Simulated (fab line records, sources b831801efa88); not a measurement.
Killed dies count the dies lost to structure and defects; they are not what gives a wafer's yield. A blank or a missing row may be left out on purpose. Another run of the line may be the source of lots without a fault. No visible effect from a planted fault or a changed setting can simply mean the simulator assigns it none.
2 desks looking at one fault :: flow sky130 :: numbers are kept per desk, each desk with only its own; the story behind them comes last

## AT THE TOOL OWNER'S DESK: pvd sputter-02
The tool's own readings at SKY_METAL5_SPUTTER_02 (material AlCu, target thk 1150 nm, time 61.2 s): means of the sampled wafers that have a number, for each lot that ran on this tool. Any lot whose mean is over 4 standard deviations away from the usual mean is out of limits and marked OUT; that distance is given in the brackets.
Columns: A = chamber pressure pa at SKY_METAL5_SPUTTER_02, usual 0.3999 Pa; B = throttle valve pct at SKY_METAL5_SPUTTER_02, usual 30.0 %
lot: L925
first seen here: day 45 13:43
A: 0.3999
B: 29.7

lot: L928
first seen here: day 47 12:01
A: 0.4002
B: 29.3

lot: L937
first seen here: day 48 04:12
A: 0.3866 (-17) OUT
B: 30.0

lot: L939
first seen here: day 48 14:38
A: 0.3866 (-17) OUT
B: 30.6
Finding of this desk: L937, L939 out of limits; the first was L937 at day 48 04:12, on chamber pressure pa at SKY_METAL5_SPUTTER_02. In limits: L925, L928.

## THE METROLOGY DESK
What the gauges read, lot by lot, whatever tool the lot ran on: means of the sampled wafers that have a number. Any lot whose mean is over 4 standard deviations away from the usual mean is out of limits and marked OUT; that distance is given in the brackets.
Columns: A = METAL4_OVL at SKY_METAL4_OVL_MEAS_14, usual 3 nm
lot: L918
first seen here: day 42 03:19
A: 5

lot: L920
first seen here: day 42 14:03
A: -2

lot: L921
first seen here: day 42 21:37
A: -0

lot: L924
first seen here: day 43 17:16
A: -0

lot: L922
first seen here: day 43 17:26
A: 0

lot: L925
first seen here: day 44 11:48
A: 2

lot: L926
first seen here: day 44 19:04
A: 12

lot: L927
first seen here: day 44 19:29
A: -3

lot: L928
first seen here: day 45 00:52
A: 3

lot: L929
first seen here: day 45 05:04
A: 2

lot: L937
first seen here: day 47 05:34
A: 11

lot: L939
first seen here: day 47 13:01
A: 2
This desk's finding: nothing out of limits on any of the 12 lots.

## TAKEN TOGETHER
An alarm could have come from the tool owner's desk at day 48 04:12, on L937, L939.
From the metrology desk's view, nothing was out of limits.
The metrology desk has L937, L939 on record, within its limits.
SKY_METAL5_SPUTTER_02 was run on pvd sputter-02 by each of the lots named.

## WHAT THE SIMULATOR HAD PUT IN
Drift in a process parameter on pvd sputter-02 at SKY_METAL5_SPUTTER_02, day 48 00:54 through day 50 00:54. A move of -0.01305 in setting chamber pressure pa, from 0.4. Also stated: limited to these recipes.
Lots struck among those shown: L937, L939.
Time in hours from fault onset to the first out-of-limits reading at each desk: the tool owner's desk, 3.
